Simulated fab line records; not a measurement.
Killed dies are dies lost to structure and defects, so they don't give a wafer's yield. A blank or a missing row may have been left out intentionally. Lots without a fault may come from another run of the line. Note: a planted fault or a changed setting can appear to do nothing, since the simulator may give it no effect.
Chamber matching	flow sky130	SKY_VIA1_HDPCVD_00 on hdpcvd-01 has 3 sister chambers
The step deposits SiO2, target thk 1030 nm, time 171.7 s. 18 wafers are shown with their chamber, then 9 later ones without.

## EACH WAFER AND ITS CHAMBER
wafer	chamber	sih4 flow sccm (sccm)
L205.2	0	60.21
L205.3	1	59.87
L205.6	0	60.16
L207.3	2	59.95
L207.5	1	60.15
L207.6	0	60.01
L208.1	1	59.94
L208.3	0	60.20
L208.4	1	60.04
L209.3	0	60.11
L209.4	2	60.05
L209.5	0	60.24
L219.2	1	60.11
L219.5	0	59.89
L219.6	2	59.98
L221.2	2	60.15
L221.4	1	59.69
L221.5	0	60.01

SIGNATURES (means of the wafers above)
reading	chamber 0	chamber 1	chamber 2	scatter within a chamber
sih4 flow sccm	60.1037	59.9667	60.0325	0.135
Rule: a wafer's distance from a chamber is the root of the sum, over the readings, of the square of ((its reading less the chamber's mean) divided by the reading's scatter). The wafer belongs to the nearest chamber; if the next one is less than 2 further off, it can't be placed. The scatter is the square root of a quotient: the sum, over the shown wafers, of each reading's squared deviation from its chamber's mean, divided by wafers minus chambers.

## WAFERS WHOSE CHAMBER IS MISSING
wafer	sih4 flow sccm (sccm)
L220.1	60.07
L220.2	59.72
L220.4	59.89
L222.1	60.25
L222.2	60.06
L222.3	60.01
L225.1	59.81
L225.2	60.09
L225.3	60.33

## THE CHAMBER EACH PASSED THROUGH
wafer	from the rows above	in truth
L220.1	can't be placed: 0 or 2 or 1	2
L220.2	can't be placed: 1 or 2 or 0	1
L220.4	can't be placed: 1 or 2 or 0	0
L222.1	can't be placed: 0 or 2 or 1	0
L222.2	can't be placed: 2 or 0 or 1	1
L222.3	can't be placed: 2 or 1 or 0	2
L225.1	can't be placed: 1 or 2 or 0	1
L225.2	can't be placed: 0 or 2 or 1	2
L225.3	can't be placed: 0 or 2 or 1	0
Correctly placed: 0 of 9. Not placeable from these rows: 9 (in 9, the candidates include the true chamber). Placed wrongly: 0.
